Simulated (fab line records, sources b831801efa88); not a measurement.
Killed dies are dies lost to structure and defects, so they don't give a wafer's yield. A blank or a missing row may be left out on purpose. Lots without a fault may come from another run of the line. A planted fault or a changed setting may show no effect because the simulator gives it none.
fab line records | flow sky130
record lots=7 wafers=21 last_day=49
route steps=708 shown FIELD_ISO@10 PAD_OPEN@708
lots that met no fault: from a run of the same line without faults
start_h: hours from the record's first day to the start of the lot's first wafer shown | wait_h: hours since the lot's step before | " the same as in the row above | L1.1+2: a row that stands for several wafers | - no value, or no start given | * or withheld: withheld | < > ~ a bound
route shown NAME@n: a module of which the file shows steps, and the number in the route of the first | usual: mean/standard deviation of fault-free wafers | same: alike in all rows | chamber/n: place in a boat | sites: the reading at each site | _std_site: their standard deviation | _edge_site: outer sites' mean less inner sites' | radius_mm: how far each site lies from the wafer's centre | mask NAME#n: copy n | behind: the tool/chamber that last shaped the wafer | hold: why the lot was held/for how many hours/how that ended | device: the transistor (n, p or np) that didn't switch | end of line: the same wafers' tests at the end of the route | a step without rows: its recipe alone | killed: dies lost to structure and defects at the first sort, not the wafer's yield | map: a wafer's dies, x killed, . not, _ none there
set.NAME: the setting as run; set.NAME@STEP: as run at that earlier step | model.NAME: the simulator's own value behind a step, which no gauge read
lots at some steps of the route; a table a step, a row a wafer
services: from which hour (start_h, from the record's first day; less than 0 if before it) a tool's chamber was out of use, for how many hours, and why
## steps
# step SKY_FIELD_ISO_SOFTBAKE_09
# recipe temp_c=100 time_s=90 resist=KrF-thick
# step SKY_FIELD_ISO_EXPOSE_10
# recipe mask_id=FOM na=0.68 source_shape=annular sigma_inner=0.4 sigma_outer=0.8 target_cd_nm=150 dose_mj=28
# step SKY_FIELD_ISO_PEB_11
# recipe peb_temp_c=withheld peb_time_s=withheld resist=KrF-thick
# step SKY_FIELD_ISO_DEVELOP_12
# recipe develop_time_s=60 resist=KrF-thick dev_temp_c=21
# step SKY_FIELD_ISO_CD_MEAS_13
# recipe target_cd_nm=150
# usual cd_nm=150.2/1.7
# columns lot.wafer tool chamber start_h wait_h cd_nm
L214.1 cd_sem-02 - 33.99 - 151.9
L214.2 " - " " 152.2
L214.4 " - " " 152.6
L216.2 cd_sem-01 - 43.02 - 148.7
L216.4 " - " " 148.2
L216.5 " - " " 148.5
L218.2 cd_sem-01 - 56.36 - 149.2
L218.3 " - " " 149.1
L218.5 " - " " 148.8
L219.2 cd_sem-02 - 62.86 - 149.9
L219.4 " - " " 151.1
L219.6 " - " " 151.0
L220.1 cd_sem-01 - 67.94 - 151.2
L220.2 " - " " 150.4
L220.5 " - " " 151.2
L231.1 cd_sem-01 - 126.32 - 151.2
L231.2 " - " " 151.0
L231.3 " - " " 150.3
L234.3 cd_sem-02 - 136.49 - 149.9
L234.4 " - " " 149.4
L234.6 " - " " 150.0
# step SKY_FIELD_ISO_ETCH_14
# recipe chemistry=N2/H2 target=BARC ion_energy_ev=200 source_w=500 bias_w=100 pressure_mtorr=30 n2_flow_sccm=100 h2_flow_sccm=200 stop_on=SiO2 time_s=45.9 target_depth_a=600
# usual bias_w=99.95/0.3 chamber_pressure_mTorr=30.001/0.029 drypump_motor_current_A=5.7/0.46 oes_product_au=0.855/0.0045 throttle_valve_pct=13.225/0.0095
# columns lot.wafer tool chamber start_h wait_h bias_w chamber_pressure_mTorr drypump_motor_current_A oes_product_au rf_hours_counter_h throttle_valve_pct
L214.1 rie_diel-04 3 34.11 0.1 99.51 29.978 5.8 0.863 91 13.230
L214.2 " 0 " " 100.12 29.947 4.7 0.858 87 13.231
L214.4 " 2 " " 100.43 29.947 5.2 0.853 37 13.216
L216.2 rie_diel-02 2 43.12 0.1 100.16 29.986 6.4 0.860 2 13.226
L216.4 " 0 " " 100.07 30.033 6.4 0.859 64 13.221
L216.5 " 3 " " 99.67 30.026 5.5 0.859 - 13.231
L218.2 rie_diel-01 2 56.46 0.1 99.99 29.997 5.6 0.853 2 13.237
L218.3 " 0 " " 100.25 29.962 5.6 0.851 157 13.233
L218.5 " 1 " " 100.37 29.977 5.6 0.856 - 13.226
L219.2 rie_diel-01 0 62.96 0.1 100.20 29.975 5.6 0.850 157 13.217
L219.4 " 3 " " 100.18 29.996 5.3 0.860 97 13.225
L219.6 " 2 " " 99.94 29.936 5.6 0.850 - 13.246
L220.1 rie_diel-02 0 68.06 0.1 99.90 29.939 6.3 0.852 64 13.238
L220.2 " 2 " " 99.86 29.984 6.4 0.857 2 13.211
L220.5 " 1 " " 99.63 30.022 5.7 0.857 - 13.214
L231.1 rie_diel-02 1 126.44 0.1 99.81 30.010 5.7 0.855 64 13.224
L231.2 " 3 " " 99.59 30.022 5.4 0.850 132 13.236
L231.3 " 2 " " 99.21 30.034 6.4 0.852 3 13.228
L234.3 rie_diel-01 1 136.57 0.1 99.96 29.985 5.6 0.859 2 13.226
L234.4 " 0 " " 99.68 30.013 5.6 0.853 159 13.223
L234.6 " 1 " " 99.72 30.012 5.6 0.859 - 13.218
# step SKY_FIELD_ISO_ETCH_15
# recipe chemistry=CHF3/O2 target_depth_nm=180 stop_on=Si source_w=600 bias_w=200 pressure_mtorr=40 chf3_flow_sccm=50 O2_flow_sccm=5 time_s=72
# usual O2_flow_sccm=5.000/0.016 bias_w=200.0/0.61 chf3_flow_sccm=50.00/0.15 drypump_motor_current_A=5.7/0.47 oes_product_au=0.945/0.0068 throttle_valve_pct=8.843/0.0096
# columns lot.wafer tool chamber start_h wait_h O2_flow_sccm bias_w chf3_flow_sccm drypump_motor_current_A oes_product_au rf_hours_counter_h throttle_valve_pct
L214.1 rie_diel-04 3 34.15 0.0 5.003 200.0 50.08 5.8 0.945 91 8.841
L214.2 " 0 " " 4.983 199.3 50.13 4.6 0.945 87 8.849
L214.4 " 2 " " 5.015 200.6 49.87 5.2 0.946 37 8.838
L216.2 rie_diel-02 2 43.16 0.0 5.017 198.9 50.03 6.3 0.941 2 8.857
L216.4 " 0 " " 4.989 199.8 50.20 6.3 0.958 64 8.851
L216.5 " 3 " " 4.988 199.9 50.20 5.5 0.944 - 8.846
L218.2 rie_diel-01 2 56.50 0.0 4.990 199.8 49.93 5.6 0.948 2 8.840
L218.3 " 0 " " 4.987 199.9 49.90 5.6 0.942 157 8.859
L218.5 " 1 " " 5.007 199.1 50.13 5.6 0.945 - 8.828
L219.2 rie_diel-01 0 63.00 0.0 5.001 200.5 50.04 5.6 0.939 157 8.838
L219.4 " 3 " " 5.021 200.3 50.32 5.3 0.953 97 8.845
L219.6 " 2 " " 5.012 199.3 50.24 5.6 0.938 - 8.843
L220.1 rie_diel-02 0 68.10 0.0 5.004 200.7 49.98 6.4 0.953 64 8.835
L220.2 " 2 " " 4.999 199.9 50.18 6.4 0.950 2 8.846
L220.5 " 1 " " 5.004 201.0 50.04 5.7 0.945 - 8.832
L231.1 rie_diel-02 1 126.48 0.0 4.984 199.8 50.23 5.7 0.935 64 8.828
L231.2 " 3 " " 5.003 199.3 49.92 5.4 0.946 132 8.840
L231.3 " 2 " " 4.994 200.0 49.98 6.4 0.940 3 8.823
L234.3 rie_diel-01 1 136.61 0.0 4.990 200.9 50.08 5.6 0.950 2 8.842
L234.4 " 0 " " 5.007 200.3 50.00 5.6 0.946 159 8.854
L234.6 " 1 " " 4.997 200.7 50.14 5.6 0.944 - 8.851
# step SKY_FIELD_ISO_STRIP_16
# recipe chemistry=O2/N2 power_w=1400 pressure_mtorr=1500 platen_temp_c=withheld o2_flow_sccm=3000 n2_flow_sccm=300 overash_fraction=0.5
# usual drypump_motor_current_A=5.4/0.43 oes_product_au=0.377/0.0047 strip_time_to_endpoint_s=3.528/0.03
# columns lot.wafer tool chamber start_h wait_h drypump_motor_current_A oes_product_au rf_hours_counter_h strip_time_to_endpoint_s
L214.1 plasma_asher-04 1 34.21 0.0 5.0 0.382 36 3.514
L214.2 " 0 " " 6.3 0.376 36 3.503
L214.4 " 0 " " 6.3 0.386 - 3.540
L216.2 plasma_asher-03 0 43.22 0.0 5.0 0.383 23 3.529
L216.4 " 1 " " 5.4 0.388 - 3.540
L216.5 " 0 " " 5.0 0.378 - 3.593
L218.2 plasma_asher-02 0 56.56 0.0 5.7 0.376 38 3.528
L218.3 " 1 " " 5.4 0.381 - 3.577
L218.5 " 1 " " 5.4 0.373 - 3.531
L219.2 plasma_asher-03 0 63.06 0.0 5.0 0.380 24 3.517
L219.4 " 1 " " 5.4 0.374 - 3.557
L219.6 " 0 " " 5.0 0.381 - 3.506
L220.1 plasma_asher-03 0 68.16 0.0 5.0 0.370 25 3.521
L220.2 " 1 " " 5.4 0.375 25 3.498
L220.5 " 1 " " 5.4 0.373 - 3.476
L231.1 plasma_asher-02 1 126.54 0.0 5.4 0.375 45 3.529
L231.2 " 0 " " 5.6 0.381 45 3.572
L231.3 " 0 " " 5.7 0.376 - 3.516
L234.3 plasma_asher-04 1 136.70 0.1 5.0 0.379 - 3.541
L234.4 " 0 " " 6.3 0.382 - 3.570
L234.6 " 0 " " 6.3 0.382 - 3.545
# step SKY_FIELD_ISO_ETCH_17
# recipe target_depth_a=3420 mask_material=Si3N4 chemistry=HBr/Cl2/O2 target=Si taper_deg=5 icp_w=600 bias_w=150 pressure_mtorr=15 HBr_flow_sccm=150 Cl2_flow_sccm=40 O2_flow_sccm=6 time_s=97.7
# usual HBr_flow_sccm=150.1/0.43 O2_flow_sccm=6.003/0.02 drypump_motor_current_A=5.3/0.42 oes_product_au=0.998/0.0093 throttle_valve_pct=25.658/0.01
# columns lot.wafer tool chamber start_h wait_h HBr_flow_sccm O2_flow_sccm drypump_motor_current_A oes_product_au rf_hours_counter_h throttle_valve_pct
L214.1 rie_si-02 1 34.31 0.1 150.5 5.991 5.7 0.989 141 25.669
L214.2 " 2 " " 150.0 6.031 5.2 0.984 151 25.660
L214.4 " 3 " " 150.6 6.037 5.4 0.983 - 25.675
L216.2 rie_si-01 3 43.32 0.1 150.4 6.015 5.0 0.985 147 25.676
L216.4 " 2 " " 149.2 6.031 4.9 1.008 1 25.673
L216.5 " 3 " " 149.9 6.000 5.0 0.989 - 25.665
L218.2 rie_si-02 0 56.66 0.1 150.1 6.020 4.7 1.013 0 25.654
L218.3 " 3 " " 150.6 6.028 5.4 0.988 2 25.660
L218.5 " 0 " " 150.3 6.024 4.7 1.009 - 25.661
L219.2 rie_si-01 3 63.16 0.1 149.9 5.997 5.0 0.982 148 25.660
L219.4 " 0 " " 150.5 6.006 5.8 0.996 54 25.654
L219.6 " 2 " " 150.3 5.991 4.9 1.015 - 25.635
L220.1 rie_si-02 1 68.26 0.1 150.5 6.041 5.7 0.997 142 25.657
L220.2 " 3 " " 150.6 5.983 5.4 1.001 2 25.660
L220.5 " 3 " " 150.2 5.987 5.4 1.005 - 25.667
L231.1 rie_si-01 0 126.64 0.1 150.1 5.985 5.9 0.997 55 25.663
L231.2 " 2 " " 149.7 6.011 4.9 1.007 2 25.665
L231.3 " 3 " " 149.5 6.027 5.0 0.989 0 25.672
L234.3 rie_si-01 0 136.77 0.0 150.7 5.999 5.8 0.998 55 25.655
L234.4 " 2 " " 150.0 6.010 4.9 1.003 2 25.666
L234.6 " 1 " " 150.0 6.003 5.9 0.984 - 25.672
# step SKY_FIELD_ISO_WET_ETCH_18
# recipe chemistry=H3PO4 target_depth_nm=25 temp_c=160 target=Si3N4 time_s=286
# step SKY_FIELD_ISO_CLEAN_19
# recipe chemistry=SC1/SC2 mix=1:4:20 temp_c=70 time_s=150
# step SKY_FIELD_ISO_CLEAN_20
# recipe chemistry=dHF time_s=20 dilution=100:1
# step SKY_FIELD_ISO_WET_ETCH_21
# recipe chemistry=dHF dilution=100:1 target_depth_nm=20 dry=ipa_marangoni target=SiO2 temp_c=25 time_s=400
# usual bath_heat_duty_pct=6.4/0.95 run_length_s=429/4.4
# columns lot.wafer tool chamber start_h wait_h bath_heat_duty_pct run_length_s
L214.1 wet_bench-03 3 34.54 0.0 6.3 433
L214.2 " 3 " " 6.4 433
L214.4 " 3 " " 6.9 433
L216.2 wet_bench-04 0 43.55 0.0 6.7 433
L216.4 " 0 " " 6.7 433
L216.5 " 0 " " 5.9 433
L218.2 wet_bench-01 0 56.89 0.0 - -
L218.3 " 0 " " - -
L218.5 " 0 " " - -
L219.2 wet_bench-03 1 63.47 0.0 - -
L219.4 " 1 " " - -
L219.6 " 1 " " - -
L220.1 wet_bench-04 3 68.54 0.0 - -
L220.2 " 3 " " - -
L220.5 " 3 " " - -
L231.1 wet_bench-03 1 126.89 0.0 6.5 428
L231.2 " 1 " " 8.2 428
L231.3 " 1 " " 6.4 428
L234.3 wet_bench-01 1 137.00 0.0 6.7 433
L234.4 " 1 " " 6.1 433
L234.6 " 1 " " 6.8 433
# step SKY_FIELD_ISO_OXIDATION_22
# recipe temp_c=950 ambient=O2 stabilise_s=600 purge_s=300 target_thk_a=100 ox_time_s=623
# step SKY_PAD_OPEN_PROBE_99
# usual killed_at_M0_to_M3=44/6.4 killed_at_M4_up=3.6/2.1 killed_at_contacts=23/5.1 killed_at_front_end=15/4.3 killed_at_other=0.3/0.56 killed_dies=86/9 killed_open=47/6.4 killed_short=39/5.8
# same gross_dies=492 killed_at_back_side=0
# columns lot.wafer tool chamber start_h wait_h killed_at_M0_to_M3 killed_at_M4_up killed_at_contacts killed_at_front_end killed_at_other killed_dies killed_open killed_short
L214.1 prober-02 - 1081.67 0.1 50 5 22 17 0 94 54 40
L214.2 prober-02 - 1081.72 0.1 48 5 28 22 0 103 52 51
L214.4 prober-02 - 1081.82 0.2 65 1 21 18 0 105 57 48
L218.2 prober-01 - 1101.51 0.1 38 6 14 20 0 78 43 35
L218.5 prober-01 - 1101.66 0.2 39 4 26 20 0 89 52 37
L219.2 prober-02 - 1112.98 0.1 48 2 32 15 1 98 64 33
L219.4 prober-02 - 1113.08 0.2 43 3 22 25 1 94 49 45
L219.6 prober-02 - 1113.18 0.2 34 0 23 18 1 76 44 32
L220.1 prober-01 - 1119.33 0.1 47 4 18 12 1 82 45 37
L220.2 prober-01 - 1119.38 0.1 41 4 31 10 0 86 51 35
L231.1 prober-02 - 1175.93 0.1 57 6 13 15 0 91 44 47
L231.2 prober-02 - 1175.98 0.1 42 1 21 18 0 82 44 38
L231.3 prober-02 - 1176.03 0.2 46 3 15 5 0 69 36 33
# killed by level:class
L214.1 VIA1:geometric_particle:open=10 VIA3:geometric_particle:open=10 LI_CONTACT:geometric_particle:open=8 VIA1:geometric_particle:short=7 METAL1:geometric_particle:short=7 CONTACT:geometric_particle:open=6 VIA2:geometric_particle:open=6 FIELD_ISO:geometric_particle:open=5
L214.2 CONTACT:geometric_particle:open=12 VIA2:geometric_particle:open=8 VIA3:geometric_particle:open=7 VIA1:geometric_particle:short=7 POLY_GATE:geometric_particle:short=6 VIA3:geometric_particle:short=6 METAL3:geometric_particle:short=6 POLY_GATE:geometric_particle:open=5
L214.4 VIA3:geometric_particle:open=12 METAL2:geometric_particle:short=10 VIA3:geometric_particle:short=9 CONTACT:geometric_particle:open=8 VIA1:geometric_particle:open=8 VIA2:geometric_particle:open=8 LI_CONTACT:geometric_particle:open=6 VIA2:geometric_particle:short=6
L218.2 CONTACT:geometric_particle:open=10 FIELD_ISO:geometric_particle:short=9 FIELD_ISO:geometric_particle:open=6 METAL2:geometric_particle:short=6 VIA1:geometric_particle:open=6 METAL1:geometric_particle:short=4 METAL2:geometric_particle:open=4 VIA2:geometric_particle:open=4
L218.5 VIA1:geometric_particle:open=10 LI_CONTACT:geometric_particle:open=8 CONTACT:geometric_particle:open=7 CONTACT:geometric_particle:short=6 METAL1:geometric_particle:short=6 FIELD_ISO:geometric_particle:short=5 FIELD_ISO:geometric_particle:open=5 VIA3:geometric_particle:open=5
L219.2 VIA1:geometric_particle:open=15 CONTACT:geometric_particle:open=13 LI_CONTACT:geometric_particle:open=9 FIELD_ISO:geometric_particle:open=6 VIA3:geometric_particle:open=6 METAL2:geometric_particle:short=5 VIA2:geometric_particle:open=5 FIELD_ISO:geometric_particle:short=4
L219.4 VIA1:geometric_particle:open=10 METAL2:geometric_particle:short=10 LI_CONTACT:geometric_particle:open=8 FIELD_ISO:geometric_particle:open=7 FIELD_ISO:geometric_particle:short=6 CONTACT:geometric_particle:open=5 VIA2:geometric_particle:open=5 POLY_GATE:geometric_particle:open=4
L219.6 LI_CONTACT:geometric_particle:open=7 CONTACT:geometric_particle:open=7 VIA1:geometric_particle:short=7 VIA1:geometric_particle:open=6 VIA2:geometric_particle:open=5 FIELD_ISO:geometric_particle:open=4 POLY_GATE:geometric_particle:open=4 LOCAL_INTERCONNECT:geometric_particle:short=4
L220.1 VIA1:geometric_particle:open=12 METAL1:geometric_particle:short=7 VIA2:geometric_particle:open=6 LI_CONTACT:geometric_particle:open=5 CONTACT:geometric_particle:short=5 VIA2:geometric_particle:short=5 LI_CONTACT:geometric_particle:short=4 VIA3:geometric_particle:open=4
L220.2 CONTACT:geometric_particle:open=12 VIA1:geometric_particle:open=12 LI_CONTACT:geometric_particle:open=8 VIA2:geometric_particle:open=6 METAL2:geometric_particle:short=5 LOCAL_INTERCONNECT:geometric_particle:short=4 VIA3:geometric_particle:open=4 VIA1:geometric_particle:short=4
L231.1 VIA1:geometric_particle:open=17 VIA1:geometric_particle:short=10 CONTACT:geometric_particle:open=7 METAL2:geometric_particle:short=7 VIA3:geometric_particle:open=6 METAL4:geometric_particle:short=6 FIELD_ISO:geometric_particle:open=4 POLY_GATE:geometric_particle:short=4
L231.2 METAL1:geometric_particle:short=10 CONTACT:geometric_particle:open=10 VIA1:geometric_particle:open=8 POLY_GATE:geometric_particle:short=5 VIA1:geometric_particle:short=5 POLY_GATE:geometric_particle:open=4 LI_CONTACT:geometric_particle:open=4 CONTACT:geometric_particle:short=4
L231.3 VIA1:geometric_particle:open=13 METAL1:geometric_particle:short=7 METAL2:geometric_particle:short=6 CONTACT:geometric_particle:open=6 VIA2:geometric_particle:open=6 LI_CONTACT:geometric_particle:open=5 VIA1:geometric_particle:short=4 VIA2:geometric_particle:short=4
## services
# columns tool chamber start_h hours kind
rie_diel-04 - 12.65 0.6 repair
rie_si-02 0 23.30 - clean
rie_si-02 0 23.30 16.6 scheduled_down
rie_si-02 0 23.30 16.6 vent_cycle
rie_si-01 1 27.00 8.8 repair
rie_diel-01 1 64.72 22.2 repair
rie_diel-01 - 66.84 2.8 pm
rie_diel-04 2 70.52 1.9 repair
rie_si-02 2 75.16 - clean
rie_si-02 2 75.16 17.1 scheduled_down
rie_si-02 2 75.16 17.1 vent_cycle
wet_bench-01 - 80.34 1.6 repair
plasma_asher-04 - 80.81 2.8 pm
rie_diel-04 0 82.73 4.1 repair
plasma_asher-04 - 88.59 0.4 repair
rie_si-01 3 90.80 - clean
rie_si-01 3 90.80 12.6 scheduled_down
rie_si-01 3 90.80 12.6 vent_cycle
wet_bench-01 - 91.51 3.5 repair
rie_diel-01 3 105.47 3.5 repair
rie_si-02 1 116.66 - clean
rie_si-02 1 116.66 18.5 scheduled_down
rie_si-02 1 116.66 18.5 vent_cycle
rie_diel-02 1 122.43 3.4 repair
## key
first_sign step=SKY_FIELD_ISO_WET_ETCH_21 reading=tool_record direction=missing
effect none on later readings
met_at SKY_FIELD_ISO_WET_ETCH_21
struck_wafers L218.2,L218.3,L218.5,L219.2,L219.4,L219.6,L220.1,L220.2,L220.5
tester_left_out L218,L219,L220
onset_between 43.55 56.89
fault kind=skipped_step_whole tool=wet_bench-01,wet_bench-03,wet_bench-04 chamber=- onset_h=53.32 steps=SKY_FIELD_ISO_WET_ETCH_21 scope=struck_lots_only
# tester_left_out: of these lots the tester's yield and bins aren't shown, on N5 and GAA mostly nor the transistor test; their killed dies are dies lost to structure and defects alone, not to doping, threshold or leakage, so they don't give the yield
